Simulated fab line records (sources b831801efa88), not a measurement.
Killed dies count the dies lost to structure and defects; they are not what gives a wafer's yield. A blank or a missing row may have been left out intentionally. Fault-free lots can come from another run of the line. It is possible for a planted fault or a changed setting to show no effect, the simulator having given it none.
What tool caused it?	flow sky130	11 lots with 33 wafers sampled at 4 steps, on a route of 708 steps

== WHAT EACH GAUGE READ, for each wafer ==
SKY_CAPM_THK_MEAS_01. Usual: for CAPM_CVD_00_THK the level is 15.57 nm and the standard deviation is 0.2.
lot	measured	on	CAPM_CVD_00_THK (nm)	flag
L244	day 36 12:59	film-metro-03	15.50 15.73 16.00	
L246	day 37 08:19	film-metro-03	15.50 15.72 15.70	
L247	day 37 17:03	film-metro-01	15.51 15.10 15.50	
L248	day 38 06:38	film-metro-03	15.43 15.57 15.57	
L250	day 38 21:26	film-metro-03	15.40 15.36 15.72	
L251	day 39 02:05	film-metro-01	15.51 15.40 15.84	
L252	day 39 07:50	film-metro-03	15.41 15.30 15.47	
L262	day 42 05:38	film-metro-01	15.38 14.74 15.84 15.41 14.78 15.78	
L263	day 42 09:49	film-metro-02	15.57 15.38 15.27 15.56 15.42 15.28	
L264	day 42 18:15	film-metro-03	15.38 15.41 15.65	
L265	day 43 01:51	film-metro-03	15.78 15.55 15.24	

== WHAT TOOL EACH LOT RAN ON (gives the tool, then ch and the chambers of the sampled wafers, and finally the start) ==
lot	SKY_METAL2_SPUTTER_04	SKY_VIA2_ETCH_14	SKY_CAPM_CVD_00
L244	pvd-sputter-02, day 34 06:03	rie-diel-03 ch 1,3, day 36 11:26	pecvd-03 ch 0,1,2, day 36 12:58
L246	pvd-sputter-04, day 35 00:52	rie-diel-02 ch 0,1,2, day 37 06:35	pecvd-02 ch 0,1, day 37 08:18
L247	pvd-sputter-02, day 35 09:52	rie-diel-02 ch 1,2, day 37 15:30	pecvd-04 ch 0,2, day 37 17:01
L248	pvd-sputter-04, day 35 23:52	rie-diel-02 ch 0,2,3, day 38 05:05	pecvd-03 ch 1,2, day 38 06:37
L250	pvd-sputter-04, day 36 14:28	rie-diel-03 ch 1,3, day 38 19:53	pecvd-02 ch 0,1, day 38 21:24
L251	pvd-sputter-02, day 36 19:05	rie-diel-03 ch 2,3, day 39 00:33	pecvd-03 ch 0,2, day 39 02:04
L252	pvd-sputter-04, day 37 01:46	rie-diel-02 ch 1,2,3, day 39 06:17	pecvd-04 ch 0,1,2, day 39 07:48
L262	pvd-sputter-02, day 40 01:22	rie-diel-02 ch 0,1, day 42 03:40	pecvd-03 ch 1,2, day 42 05:37
L263	pvd-sputter-04, day 40 06:10	rie-diel-02 ch 1,3, day 42 08:16	pecvd-03 ch 0,1,2, day 42 09:47
L264	pvd-sputter-04, day 40 15:07	rie-diel-02 ch 0,2, day 42 15:55	pecvd-04 ch 0,2, day 42 18:14
L265	pvd-sputter-01, day 40 23:29	rie-diel-04 ch 1,2,3, day 43 00:19	pecvd-02 ch 0,1,2, day 43 01:50
- SKY_METAL2_SPUTTER_04: material TiN, target thk 70 nm, time 58.3 s.
- SKY_VIA2_ETCH_14: etches BARC in N2/H2, stops on SiO2, time 45.9 s, target depth 60 nm.
- SKY_CAPM_CVD_00: deposits SiO2, target thk 15.5 nm.

== WHAT THE TOOLS THEMSELVES READ (means of the sampled wafers that have a number; where no wafer has one, the mark that the record gives instead) ==
SKY_METAL2_SPUTTER_04. Usual: 30.3 % for throttle-valve-pct, sd 1.1.
lot	tool	throttle-valve-pct (%)	flag
L244	pvd-sputter-02	29.8	
L246	pvd-sputter-04	30.3	
L247	pvd-sputter-02	30.0	
L248	pvd-sputter-04	31.2	
L250	pvd-sputter-04	31.1	
L251	pvd-sputter-02	29.9	
L252	pvd-sputter-04	31.1	
L262	pvd-sputter-02	30.0	
L263	pvd-sputter-04	32.2	
L264	pvd-sputter-04	30.8	
L265	pvd-sputter-01	30.1	

SKY_VIA2_ETCH_14. Usual: drypump-motor-current-A 5.9 A, standard deviation 0.37; oes-product-au 0.855 a.u., standard deviation 0.0049; throttle-valve-pct 13.224 %, standard deviation 0.0084.
lot	tool	drypump-motor-current-A (A)	oes-product-au (a.u.)	throttle-valve-pct (%)	flag
L244	rie-diel-03	5.6	0.853	13.223	
L246	rie-diel-02	5.9	0.858	13.227	
L247	rie-diel-02	5.6	0.850	13.226	
L248	rie-diel-02	5.9	0.859	13.229	
L250	rie-diel-03	5.7	0.852	13.220	
L251	rie-diel-03	5.6	0.852	13.227	
L252	rie-diel-02	5.7	0.853	13.232	
L262	rie-diel-02	5.6	0.859	13.218	
L263	rie-diel-02	5.5	0.859	13.233	
L264	rie-diel-02	6.1	0.856	13.228	
L265	rie-diel-04	6.2	0.857	13.214	

SKY_CAPM_CVD_00. Usual: heater-power-outer-w 422 W, standard deviation 65; heater-power-w 702 W, standard deviation 95; rf-fwd-power-W 443.0 W, standard deviation 2.
lot	tool	heater-power-outer-w (W)	heater-power-w (W)	rf-fwd-power-W (W)	flag
L244	pecvd-03	400	679	442.2	
L246	pecvd-02	456	770	442.7	
L247	pecvd-04	519	835	441.7	
L248	pecvd-03	399	654	445.0	
L250	pecvd-02	345	620	443.6	
L251	pecvd-03	398	686	441.8	
L252	pecvd-04	446	741	442.1	
L262	pecvd-03	426	699	420.9	OFF
L263	pecvd-03	416	683	420.0	OFF
L264	pecvd-04	522	844	440.1	
L265	pecvd-02	386	653	443.3	

== THE ANSWER, worked out from the rows above alone ==
Rule: lot off if the mean of its wafers having a number is beyond 3 standard deviations from the usual mean. A lot without any number at a reading at which 4 lots or more have one is off too. The other lots that the step has rows for count as sound. First the gauges in route order, then the tools' own readings, where a lot's mean is used as printed above. The first step at which some lot is off is used, and at that step the reading that is off furthest; a lot without a number counts as furthest.
Off, at SKY_CAPM_CVD_00 on rf-fwd-power-W: L262, L263.
A tool fits if, at that step or a process step before it, it ran every lot that is off, and no sound lot after the first of them. One fits: SKY_CAPM_CVD_00 on pecvd-03. Its last sound lot is L251 (day 39 02:04), its first lot that is off L262 (day 42 05:37): a fault that began between those two fits.
The tool's own readings at SKY_CAPM_CVD_00 bear it out: on the lots that are off they differ by more than 5 times the standard deviation of the sound lots' means. rf-fwd-power-W reads 420.4 W there against 442.5 W on the sound lots.

== WHAT HAD BEEN PUT IN BY THE SIMULATOR ==
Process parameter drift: pecvd-03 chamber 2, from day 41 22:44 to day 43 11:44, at SKY_CAPM_CVD_00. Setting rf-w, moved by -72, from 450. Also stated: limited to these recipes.
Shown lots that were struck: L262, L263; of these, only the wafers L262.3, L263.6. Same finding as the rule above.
